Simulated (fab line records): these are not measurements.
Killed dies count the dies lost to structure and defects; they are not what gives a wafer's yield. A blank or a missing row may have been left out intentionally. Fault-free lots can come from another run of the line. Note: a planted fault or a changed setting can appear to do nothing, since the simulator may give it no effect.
Split-lot trial || flow gf180mcu || 23 wafers read from 5 lots, route of 602 steps

== ABOUT THE SPLIT ==
At GF_PASSIVATION_CVD_00 (deposits SiO2 from TEOS, target thk 1000 nm, time 111.95 s), the setting time s was moved away from the recipe's 111.95 s on 7 of the 23 wafers read, by -7.3% to +8.3%. This setting was run at the recipe's value on the other wafers.

Between the split and the reading, the file records no step.

== THE READING ==
PASSIVATION_CVD_00_THK, in nm, at GF_PASSIVATION_THK_MEAS_01. On this fab line, fault-free wafers typically give 998 nm with a standard deviation of 13 nm.

{"wafer": "L075.1", "tool, chamber at the split": "pecvd-01, 0", "time s as run, s": 111.95, "against the recipe": "recipe", "PASSIVATION_CVD_00_THK, nm": 997, "against lot-mates on the recipe": "-"}
{"wafer": "L075.2", "tool, chamber at the split": "pecvd-01, 1", "time s as run, s": 111.95, "against the recipe": "recipe", "PASSIVATION_CVD_00_THK, nm": 991, "against lot-mates on the recipe": "-"}
{"wafer": "L075.4", "tool, chamber at the split": "pecvd-01, 1", "time s as run, s": 103.8, "against the recipe": "-7.3%", "PASSIVATION_CVD_00_THK, nm": 915, "against lot-mates on the recipe": -82}
{"wafer": "L075.5", "tool, chamber at the split": "pecvd-01, 2", "time s as run, s": 103.8, "against the recipe": "-7.3%", "PASSIVATION_CVD_00_THK, nm": 926, "against lot-mates on the recipe": -71}
{"wafer": "L075.6", "tool, chamber at the split": "pecvd-01, 0", "time s as run, s": 111.95, "against the recipe": "recipe", "PASSIVATION_CVD_00_THK, nm": 1003, "against lot-mates on the recipe": "-"}
{"wafer": "L082.1", "tool, chamber at the split": "pecvd-03, 0", "time s as run, s": 111.95, "against the recipe": "recipe", "PASSIVATION_CVD_00_THK, nm": 990, "against lot-mates on the recipe": "-"}
{"wafer": "L082.2", "tool, chamber at the split": "pecvd-03, 1", "time s as run, s": 111.95, "against the recipe": "recipe", "PASSIVATION_CVD_00_THK, nm": 984, "against lot-mates on the recipe": "-"}
{"wafer": "L082.3", "tool, chamber at the split": "pecvd-03, 2", "time s as run, s": 111.95, "against the recipe": "recipe", "PASSIVATION_CVD_00_THK, nm": 981, "against lot-mates on the recipe": "-"}
{"wafer": "L082.4", "tool, chamber at the split": "pecvd-03, 0", "time s as run, s": 111.95, "against the recipe": "recipe", "PASSIVATION_CVD_00_THK, nm": 1011, "against lot-mates on the recipe": "-"}
{"wafer": "L082.5", "tool, chamber at the split": "pecvd-03, 2", "time s as run, s": 111.95, "against the recipe": "recipe", "PASSIVATION_CVD_00_THK, nm": 998, "against lot-mates on the recipe": "-"}
{"wafer": "L083.2", "tool, chamber at the split": "pecvd-01, 2", "time s as run, s": 111.95, "against the recipe": "recipe", "PASSIVATION_CVD_00_THK, nm": 990, "against lot-mates on the recipe": "-"}
{"wafer": "L083.3", "tool, chamber at the split": "pecvd-01, 0", "time s as run, s": 111.95, "against the recipe": "recipe", "PASSIVATION_CVD_00_THK, nm": 984, "against lot-mates on the recipe": "-"}
{"wafer": "L083.4", "tool, chamber at the split": "pecvd-01, 0", "time s as run, s": 111.95, "against the recipe": "recipe", "PASSIVATION_CVD_00_THK, nm": 992, "against lot-mates on the recipe": "-"}
{"wafer": "L084.1", "tool, chamber at the split": "pecvd-01, 2", "time s as run, s": 120.4, "against the recipe": "+7.5%", "PASSIVATION_CVD_00_THK, nm": 1072, "against lot-mates on the recipe": "+78"}
{"wafer": "L084.2", "tool, chamber at the split": "pecvd-01, 0", "time s as run, s": 111.95, "against the recipe": "recipe", "PASSIVATION_CVD_00_THK, nm": 985, "against lot-mates on the recipe": "-"}
{"wafer": "L084.3", "tool, chamber at the split": "pecvd-01, 1", "time s as run, s": 120.4, "against the recipe": "+7.5%", "PASSIVATION_CVD_00_THK, nm": 1062, "against lot-mates on the recipe": "+68"}
{"wafer": "L084.4", "tool, chamber at the split": "pecvd-01, 2", "time s as run, s": 120.4, "against the recipe": "+7.5%", "PASSIVATION_CVD_00_THK, nm": 1074, "against lot-mates on the recipe": "+80"}
{"wafer": "L084.5", "tool, chamber at the split": "pecvd-01, 0", "time s as run, s": 111.95, "against the recipe": "recipe", "PASSIVATION_CVD_00_THK, nm": 1004, "against lot-mates on the recipe": "-"}
{"wafer": "L085.1", "tool, chamber at the split": "pecvd-03, 0", "time s as run, s": 111.95, "against the recipe": "recipe", "PASSIVATION_CVD_00_THK, nm": 991, "against lot-mates on the recipe": "-"}
{"wafer": "L085.2", "tool, chamber at the split": "pecvd-03, 2", "time s as run, s": 111.95, "against the recipe": "recipe", "PASSIVATION_CVD_00_THK, nm": 989, "against lot-mates on the recipe": "-"}
{"wafer": "L085.3", "tool, chamber at the split": "pecvd-03, 1", "time s as run, s": 121.2, "against the recipe": "+8.3%", "PASSIVATION_CVD_00_THK, nm": 1073, "against lot-mates on the recipe": "+73"}
{"wafer": "L085.4", "tool, chamber at the split": "pecvd-03, 0", "time s as run, s": 121.2, "against the recipe": "+8.3%", "PASSIVATION_CVD_00_THK, nm": 1101, "against lot-mates on the recipe": "+101"}
{"wafer": "L085.6", "tool, chamber at the split": "pecvd-03, 1", "time s as run, s": 111.95, "against the recipe": "recipe", "PASSIVATION_CVD_00_THK, nm": 1019, "against lot-mates on the recipe": "-"}

FIT RESULTS
A straight line over all 23 wafers: PASSIVATION_CVD_00_THK changes by +10.4 nm for each +1% of time s; r = +0.97; the points scatter about the line by 11 nm.
The same after taking each lot's own level away (the mean of its wafers on the recipe; 23 wafers): +10.3 nm for each +1%; r = +0.98; scatter 9.8 nm.
That fit puts the effect of the largest move of time s on the reading at 85 nm.
Measured against the standard deviation above, the lots' own levels, which go from 988.7 to 999.7 nm, span 0.8 times it.
Consequently the slope shifts little with the lot-to-lot level, the two slopes agreeing.
Check: +87.3 nm against its lot-mates is what the line predicts for one of the wafers moved furthest among these (+8.3%) when that wafer is left out of the fit. Against them it came out at +73.3 nm.

== ADDITIONAL SPLITS CARRIED BY THESE WAFERS ==
Before the reading, these wafers also passed through other splits. Each is held against what the fit with the lots' levels taken away leaves over:
{"other split on the same wafers": "GF_MIM_SPUTTER_08 time s", "wafers away from the commonest value": 9, "r with PASSIVATION_CVD_00_THK (lot level and that fit taken away)": "+0.06"}
{"other split on the same wafers": "GF_MIM_DEVELOP_18 dev temp c", "wafers away from the commonest value": 6, "r with PASSIVATION_CVD_00_THK (lot level and that fit taken away)": -0.18}
{"other split on the same wafers": "GF_V5_CMP_04 leave above ref nm", "wafers away from the commonest value": 7, "r with PASSIVATION_CVD_00_THK (lot level and that fit taken away)": -0.09}
{"other split on the same wafers": "GF_V5_ETCH_17 bias w", "wafers away from the commonest value": 5, "r with PASSIVATION_CVD_00_THK (lot level and that fit taken away)": "+0.00"}
{"other split on the same wafers": "GF_TOP_METAL_SPUTTER_00 power w", "wafers away from the commonest value": 5, "r with PASSIVATION_CVD_00_THK (lot level and that fit taken away)": "+0.35"}
{"other split on the same wafers": "GF_TOP_METAL_METAL_ETCH_16 icp w", "wafers away from the commonest value": 8, "r with PASSIVATION_CVD_00_THK (lot level and that fit taken away)": "+0.06"}

== THE WHOLE CHAIN: every reading that the file lists as answering this split, in the file's order ==
{"step": "GF_PASSIVATION_CVD_00", "what it does": "deposits SiO2 from TEOS, target thk 1000 nm, time 111.95 s", "reading": "SiO2_of_PASSIVATION_CVD_00.thk nm (the simulator's own value, which no gauge read)", "change (the file's fit)": "+10.4 nm for each +1% of the setting", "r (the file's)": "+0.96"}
{"step": "GF_PASSIVATION_THK_MEAS_01", "what it does": "", "reading": "PASSIVATION_CVD_00_THK", "change (the file's fit)": "+10.4 for each +1% of the setting", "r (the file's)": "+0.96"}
{"step": "GF_PASSIVATION_ETCH_11", "what it does": "etches the open film in CF4/O2, stops on TiN, target depth 1800 nm, time 400 s", "reading": "PASSIVATION.feature depth nm (the simulator's own value, which no gauge read)", "change (the file's fit)": "+8.87 nm for each +1% of the setting", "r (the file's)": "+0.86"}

== THE FILE'S OWN FIT ==
PASSIVATION_CVD_00_THK changes by +10.4 nm for each +1% of time s, r = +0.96.
